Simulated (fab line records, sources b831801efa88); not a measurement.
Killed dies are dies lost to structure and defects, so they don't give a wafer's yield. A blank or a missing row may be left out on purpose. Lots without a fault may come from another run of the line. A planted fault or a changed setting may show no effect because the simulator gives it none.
One fault seen from 2 desks | flow sky130 | each desk has only its own numbers; what lay behind them comes last

THE TOOL OWNER'S DESK: pvd_sputter-04
The tool's own readings at SKY_METAL2_SPUTTER_00 (material Ti, target thk 15 nm, time 10 s): means of the sampled wafers that have a number, for each lot that ran on this tool. A lot is out of limits, marked OUT, if its mean lies more than 4 standard deviations from the usual mean; the brackets give that distance.
Columns: A = cathode_dc_power_W at SKY_METAL2_SPUTTER_00, usual 3000.1 W; B = throttle_valve_pct at SKY_METAL2_SPUTTER_00, usual 30.0 %
lot  | first seen here | A      | B
L439 | day 33 16:03    | 3000.2 | 30.3
L452 | day 38 10:03    | 3000.0 | 30.0
This desk's finding: nothing out of limits on any of the 2 lots.

THE METROLOGY DESK
What the gauges read, lot by lot, whatever tool the lot ran on: means of the sampled wafers that have a number. A lot is out of limits, marked OUT, if its mean lies more than 4 standard deviations from the usual mean; the brackets give that distance.
Columns: A = VIA1_OVL at SKY_VIA1_OVL_MEAS_13, usual -1 nm; B = VIA1_W_RS at SKY_VIA1_RS_MEAS_22, usual 0.425 ohm/sq; C = VIA1_W_THK at SKY_VIA1_THK_MEAS_23, usual 266 nm
lot  | first seen here | A  | B     | C
L439 | day 33 14:38    | -5 | 0.427 | 268
L444 | day 35 19:26    | -3 | 0.425 | 267
L452 | day 38 08:41    | 2  | 0.416 | 274
L459 | day 40 09:51    | 4  | 0.423 | 268
L462 | day 40 19:48    | 6  | 0.425 | 269
This desk's finding: nothing out of limits on any of the 5 lots.

PUT TOGETHER
The tool owner's desk saw nothing out of limits.
The metrology desk saw nothing out of limits.

WHAT THE SIMULATOR HAD PUT IN
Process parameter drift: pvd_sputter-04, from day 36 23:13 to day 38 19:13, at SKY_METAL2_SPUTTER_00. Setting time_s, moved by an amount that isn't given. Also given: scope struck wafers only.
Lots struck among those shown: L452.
